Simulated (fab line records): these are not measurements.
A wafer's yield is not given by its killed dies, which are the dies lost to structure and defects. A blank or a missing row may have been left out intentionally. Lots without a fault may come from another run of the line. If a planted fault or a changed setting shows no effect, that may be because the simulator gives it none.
Problem report, 8D (eight disciplines) form, completed by code | flow sky130 | the parts of the form that need people (team, actions taken, sign-off) are left out

1. THE ISSUE
NWELL_TW at SKY_NWELL_TW_MEAS_15 reads a mean of 1661 on 3 wafers of 1 lot; wafers without a fault read 1815 with a standard deviation of 14. That puts it -11 standard deviations away from the usual mean.
Seen first at day 8 10:35 on film-metro-01, wafer L445.2. The record has a number at this step for 39 wafers belonging to 13 lots. By rule, "out" or "out of limits" means more than 4 standard deviations away from the usual mean. The other wafers with a number count as sound.

2. WHAT IT IS; WHAT IT IS NOT
question                    | is                     | is not
which readings at this step | NWELL_TW               | -
which lots                  | L445                   | L431, L432, L434, L435, L436, L437, L438, L441, L442, L449, L450, L452
which wafers of those lots  | all that have a number | -
read on which gauges        | film-metro-01          | film-metro-03, film-metro-04
when                        | from day 8 10:35       | up to then (27 sound wafers); but 9 sound wafers of L449, L450, L452 came after

3. WHAT RULES OUT EACH SUSPECT
Counting: a tool at any process step up to the reading remains a suspect when it ran all the lots that are out and ran no sound lot after the first of those.
- ruled out: the gauge at SKY_NWELL_TW_MEAS_15. All the wafers that are out were read on film-metro-01, but those of them that SKY_PWDE_STRIP_09 has rows for are out there too, on other tools.
- plasma-asher-04 at SKY_PWDE_STRIP_09 (strips in O2/N2): kept. It ran the lot that is out, L445 (day 7 13:48), and no sound lot after that; its last sound lot up to then is L438 (day 6 03:48). On those wafers its own readings are out: oes-product-au.
- plasma-asher-01 at SKY_NWELL_STRIP_14 (strips in O2/N2): ruled out as a lasting fault. Sound lots L449 ran on it after its first lot that is out, L445 (day 8 10:28).
Remaining after the count: plasma-asher-04 at SKY_PWDE_STRIP_09.

4. THE CAUSE (what the simulator had put in)
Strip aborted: plasma-asher-04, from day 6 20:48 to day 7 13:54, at SKY_PWDE_STRIP_09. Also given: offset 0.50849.
This tool alone remained once counting was done.

5. SEQUENCE OF EFFECTS, ordered by route
Rows list readings where the struck wafers' mean (over those with a number) sits beyond 3 standard deviations from the usual. Readings are gone through only where the record gives a usual standard deviation; hours: the median, over the lots, of the time from a lot's start at the first step in this table giving one to that lot's start at this step; sigmas: the change measured in usual standard deviations.
hours | step                 | reading                  | usual      | on struck wafers | change | sigmas
0     | SKY_PWDE_STRIP_09    | oes-product-au           | 0.723 a.u. | 0.960            | +0.237 | +50
21    | SKY_NWELL_STRIP_14   | strip-time-to-endpoint-s | 36.90 s    | 46.50            | +9.60  | +96
21    | SKY_NWELL_TW_MEAS_15 | NWELL_TW                 | 1815       | 1661             | -154   | -11
Here are the process steps it includes:
- SKY_PWDE_STRIP_09: strips in O2/N2.
- SKY_NWELL_STRIP_14: strips in O2/N2.
Readings that are blank on the struck wafers while sound wafers have them: strip-time-to-endpoint-s at SKY_PWDE_STRIP_09.
At these later measuring or inspecting steps, every struck wafer for which the step has a row has a number for every such reading, and none has moved that far: SKY_VT_ADJUST_LVTN_OVL_MEAS_07.

6. WHAT WOULD HAVE CAUGHT IT SOONER
The first out-of-limits reading at a measuring or inspecting step in this record came at day 8 10:35, 38 hours after the fault's start at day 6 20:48.
The tool's own readings at SKY_PWDE_STRIP_09 were out on every struck wafer that the step has a row for (oes-product-au): an alarm limit on them would have fired on the first of those.
Lots out: 1; all had begun SKY_PWDE_STRIP_09 on plasma-asher-04 by day 8 10:35. Tool hold at that time: it would have spared none of them.
